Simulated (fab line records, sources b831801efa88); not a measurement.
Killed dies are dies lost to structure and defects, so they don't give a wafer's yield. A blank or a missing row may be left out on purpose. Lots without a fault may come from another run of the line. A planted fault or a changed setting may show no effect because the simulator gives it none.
A struck lot beside a sound one | flow sfq_line | 42 steps out of a route of 325
Sound: wafers L136.2, L136.3, L136.5. Struck: wafer L134.1. (L134.2, L134.5 of the same lot were not struck and are left out.) The cause comes at the end.
At each step with rows: each side's tool, then ch and its chambers, then its first start. Under that, the readings that differ: sound wafers | struck wafers | difference of the means | sigmas: that difference in standard deviations of wafers without a fault.
alike: readings whose means differ by less than 2 such deviations, and words and numbers that are the same on both sides. not compared: withheld readings, readings that some wafer has no value for, bounds like >300 that may hide the same value, and numbers for which the record gives no deviation and whose values overlap.
The two part at a step that has a row with sigmas, a row that says differs or no value, or rows on one side only. Numbers that don't overlap but have no deviation are shown without sigmas and don't part them. A reading that every wafer of one side lacks parts them only if that side has two wafers or more.

first, 6 steps without rows for these wafers: SFQ_TRILAYER_M4_LITHO_COAT_098 (resist thk 62 nm); SFQ_TRILAYER_M4_LITHO_COAT_093 (resist thk 600 nm); SFQ_TRILAYER_M4_LITHO_SOFTBAKE_097; SFQ_TRILAYER_M4_LITHO_EXPOSE_094 (exposes mask M4, target cd 500 nm); SFQ_TRILAYER_M4_LITHO_PEB_096 (peb time 60 s); SFQ_TRILAYER_M4_LITHO_DEVELOP_095 (time 60 s).
SFQ_M4_OVL_MEAS_926:
  sound on overlay-02, day 51 19:56; struck on overlay-02, day 50 22:20
  alike: M4_OVL
then, 2 steps without rows for these wafers: SFQ_TRILAYER_M4_BARC_OPEN_METAL_ETCH_123 (etches BARC in O2, target depth 125 nm, time 41.7 s); SFQ_TRILAYER_M4_ETCH_METAL_ETCH_096 (etches Nb in Cl2/Ar, stops on SiO2, target depth 240 nm, time 120 s).
SFQ_TRILAYER_M4_STRIP_STRIP_097: strips in O2.
  sound on rie_metal-02 ch 0,1, day 51 20:09; struck on rie_metal-03 ch 0, day 50 22:33
  reading               | sound             | struck | difference | sigmas
  oes_product_au (a.u.) | 0.979 0.974 0.983 | 1.013  | +0.034     | +3
  alike: drypump_motor_current_A
  not compared: rf_hours_counter_h
then, 2 steps without rows for these wafers: SFQ_TRILAYER_M4_STRIP_SOLV_CLEAN_098 (cleans in NMP, time 600 s); SFQ_TRILAYER_I4_DEP_PECVD_099 (deposits SiO2 from SiH4/N2O, time 111.11 s, target thk 500 nm).
SFQ_TRILAYER_I4_CMP_CMP_100: polishes SiO2.
  sound on cmp-01 ch 1,3, day 52 03:53; struck on cmp-02 ch 0, day 51 12:19
  reading                                             | sound             | struck | difference | sigmas
  time_to_endpoint_s (s)                              | 215 196 204       | 223    | +18        | +2
  model.SiO2_of_TRILAYER_I4_DEP_PECVD_099.thk_nm (nm) | 199.1 197.5 198.1 | 178.7  | -19.5      |
  alike: motor_current_A, platen_rpm
SFQ_I4_BOW_MEAS_927:
  sound on film_metro-03, day 52 06:54; struck on film_metro-03, day 51 16:08
  not compared: I4_BOW
SFQ_TRILAYER_I4_METRO_MEASURE_101:
  sound on film_metro-03, day 52 07:12; struck on film_metro-03, day 51 19:52
  reading     | sound             | struck | difference | sigmas
  thk_nm (nm) | 199.2 197.4 198.1 | 178.7  | -19.5      | -20
then, 6 steps without rows for these wafers: SFQ_TRILAYER_I4_VIA_LITHO_COAT_108 (resist thk 62 nm); SFQ_TRILAYER_I4_VIA_LITHO_COAT_103 (resist thk 650 nm); SFQ_TRILAYER_I4_VIA_LITHO_SOFTBAKE_107; SFQ_TRILAYER_I4_VIA_LITHO_EXPOSE_104 (exposes mask I4, target cd 700 nm); SFQ_TRILAYER_I4_VIA_LITHO_PEB_106 (peb time 60 s); SFQ_TRILAYER_I4_VIA_LITHO_DEVELOP_105 (time 60 s).
-- the record jumps here: 4 days lie between the struck wafers' starts before and after --
SFQ_I4_OVL_MEAS_928:
  sound on overlay-01, day 56 20:44; struck on overlay-02, day 56 01:32
  reading     | sound       | struck | difference | sigmas
  I4_OVL (nm) | -10 -15 -17 | -1     | +13        | +2
SFQ_TRILAYER_I4_VIA_BARC_OPEN_VIA_ETCH_146: etches BARC in O2, target depth 125 nm, time 41.7 s.
  sound on rie_diel-03 ch 0,1,2, day 56 20:46; struck on rie_diel-03 ch 3, day 56 01:34
  alike: drypump_motor_current_A, oes_product_au
  not compared: rf_hours_counter_h
SFQ_TRILAYER_I4_VIA_ETCH_VIA_ETCH_106: etches SiO2 in CHF3, stops on Nb, target depth 260 nm.
  sound on rie_diel-03 ch 0,1,2, day 56 20:49; struck on rie_diel-03 ch 3, day 56 01:37
  reading                        | sound             | struck | difference | sigmas
  oes_product_au (a.u.)          | 0.848 0.848 0.838 | 0.804  | -0.041     | -8
  model.I4.feature_depth_nm (nm) | 199.1 197.5 198.1 | 178.7  | -19.5      |
  model.etch.depth_nm (nm)       | 199.1 197.5 198.1 | 178.7  | -19.5      |
  alike: drypump_motor_current_A
then, 3 steps without rows for these wafers: SFQ_TRILAYER_I4_VIA_STRIP_STRIP_107 (strips in O2); SFQ_TRILAYER_I4_VIA_STRIP_SOLV_CLEAN_108 (cleans in NMP, time 600 s); SFQ_TRILAYER_JJ_TRILAYER_DEP_PRE_CLEAN_113 (time 22.5 s).
SFQ_TRILAYER_JJ_TRILAYER_DEP_SPUTTER_109: material Nb, target thk 150 nm, time 100 s.
  sound on pvd_sputter-03, day 56 21:44; struck on pvd_sputter-04, day 56 02:33
  reading                | sound          | struck | difference | sigmas
  throttle_valve_pct (%) | 29.6 29.7 29.9 | 28.3   | -1.4       | -2
then, 2 steps without rows for these wafers: SFQ_TRILAYER_JJ_TRILAYER_DEP_SPUTTER_110 (material Al, target thk 8 nm, time 10 s); SFQ_TRILAYER_JJ_TRILAYER_DEP_AL_OXIDATION_111 (oxidation time 600 s).
SFQ_TRILAYER_JJ_TRILAYER_DEP_SPUTTER_112: material Nb, target thk 170 nm, time 113.3 s.
  sound on pvd_sputter-03, day 56 22:50; struck on pvd_sputter-04, day 56 03:47
  reading                | sound          | struck | difference | sigmas
  throttle_valve_pct (%) | 29.7 30.2 30.2 | 28.5   | -1.5       | -3
SFQ_JJ_RS_MEAS_929: measures by four-point-probe.
  sound on film_metro-01, day 56 22:56; struck on film_metro-02, day 56 03:52
  alike: JJ_NB_RS
then, 6 steps without rows for these wafers: SFQ_TRILAYER_JJ_CE_LITHO_COAT_119 (resist thk 62 nm); SFQ_TRILAYER_JJ_CE_LITHO_COAT_114 (resist thk 600 nm); SFQ_TRILAYER_JJ_CE_LITHO_SOFTBAKE_118; SFQ_TRILAYER_JJ_CE_LITHO_EXPOSE_115 (exposes mask J5, target cd 700 nm); SFQ_TRILAYER_JJ_CE_LITHO_PEB_117 (peb time 60 s); SFQ_TRILAYER_JJ_CE_LITHO_DEVELOP_116 (time 60 s).
SFQ_JJ_OVL_MEAS_931:
  sound on overlay-02, day 57 16:35; struck on overlay-02, day 57 01:19
  alike: J5_OVL
then, 1 step without rows for these wafers: SFQ_TRILAYER_JJ_CE_METRO_MEASURE_117.
SFQ_TRILAYER_JJ_CE_BARC_OPEN_RIE_150: chemistry O2, target BARC, target depth 240 nm, time 80 s.
  sound on rie_metal-02 ch 0,1, day 57 17:49; struck on rie_metal-03 ch 0, day 57 02:33
  alike: drypump_motor_current_A, oes_product_au
  not compared: rf_hours_counter_h
SFQ_TRILAYER_M5_ETCH_METAL_ETCH_126: etches Nb in Cl2/BCl3, stops on SiO2, time 203.2 s, target depth 265 nm.
  sound on rie_metal-04 ch 0,1, day 61 23:31; struck on rie_metal-04 ch 1, day 57 18:52
  reading                                             | sound             | struck | difference | sigmas
  model.SiO2_of_TRILAYER_I4_DEP_PECVD_099.thk_nm (nm) | 179.3 177.8 178.3 | 158.8  | -19.7      |
  alike: drypump_motor_current_A, oes_product_au
  not compared: rf_hours_counter_h

WHERE THEY PART
First at SFQ_TRILAYER_M4_STRIP_STRIP_097; last, within this record, at SFQ_TRILAYER_JJ_TRILAYER_DEP_SPUTTER_112. Later steps at which nothing parts them and some readings are alike: SFQ_JJ_RS_MEAS_929, SFQ_JJ_OVL_MEAS_931, SFQ_TRILAYER_JJ_CE_BARC_OPEN_RIE_150, SFQ_TRILAYER_M5_ETCH_METAL_ETCH_126.

WHY: what the simulator had put in
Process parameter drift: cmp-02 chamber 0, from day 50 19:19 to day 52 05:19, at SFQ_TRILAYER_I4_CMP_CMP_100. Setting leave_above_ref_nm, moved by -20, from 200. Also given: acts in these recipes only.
